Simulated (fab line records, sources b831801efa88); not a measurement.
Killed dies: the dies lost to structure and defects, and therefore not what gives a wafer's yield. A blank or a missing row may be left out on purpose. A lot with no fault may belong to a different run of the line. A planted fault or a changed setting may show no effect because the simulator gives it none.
Which of the tools did it? | flow sky130 | Sampling: 6 lots, 18 wafers, 2 of 708 route steps

WHAT EACH GAUGE READ, for each wafer
SKY_SONOS_TUNNEL_TW_MEAS_12.
lot  | measured     | on            | SONOS_TUNNEL_TW
L920 | day 11 18:03 | film metro-02 | 192.4 194.5 194.0
L922 | day 12 16:35 | film metro-03 | 184.2 183.9 185.2
L932 | day 15 21:32 | film metro-01 | 195.8 196.0 196.2
L937 | day 17 06:25 | film metro-01 | 195.6 195.3 195.4
L939 | day 18 01:09 | film metro-02 | 193.9 193.6 195.0
L941 | day 18 19:26 | film metro-01 | 197.4 197.6 197.6

WHICH TOOL RAN EACH LOT (tool, then ch and the chambers of the sampled wafers, then the start)
lot  | SKY_SONOS_TUNNEL_IMPLANT_09
L920 | implanter-01 ch 0, day 11 17:39
L922 | implanter-01 ch 0, day 12 16:10
L932 | implanter-04 ch 0, day 15 21:09
L937 | implanter-02 ch 0, day 17 05:55
L939 | implanter-02 ch 0, day 18 00:46
L941 | implanter-02 ch 0, day 18 19:03
- SKY_SONOS_TUNNEL_IMPLANT_09

THE ANSWER, worked out from the rows above alone
Rule: the lots themselves supply what counts as usual. The widest of any qualifying gaps counts: lots, ordered by their means at a reading, are off when they make up no more than a third of the lots, leave a main group of 4 or more, and stand apart from it by 3 or more times the standard deviation of that group's means. A main group is skipped when, at the precision printed for the reading in the tables above, its means are all equal. A lot without any number at a reading at which 4 lots or more have one is off too. All remaining lots with rows at the step are treated as sound.
Off: L922, seen at SKY_SONOS_TUNNEL_TW_MEAS_12 (SONOS_TUNNEL_TW). For the main group the mean is 195.4 and the standard deviation 1.4.
A tool fits if, at a process step before that reading, it ran every lot that is off, and no sound lot after the first of them. Gauges at SKY_SONOS_TUNNEL_TW_MEAS_12: tried the same way as those tools. Undecided on this evidence; 2 tools fit (implanter-01 at SKY_SONOS_TUNNEL_IMPLANT_09, film metro-03 at SKY_SONOS_TUNNEL_TW_MEAS_12).

WHAT THE SIMULATOR PUT IN
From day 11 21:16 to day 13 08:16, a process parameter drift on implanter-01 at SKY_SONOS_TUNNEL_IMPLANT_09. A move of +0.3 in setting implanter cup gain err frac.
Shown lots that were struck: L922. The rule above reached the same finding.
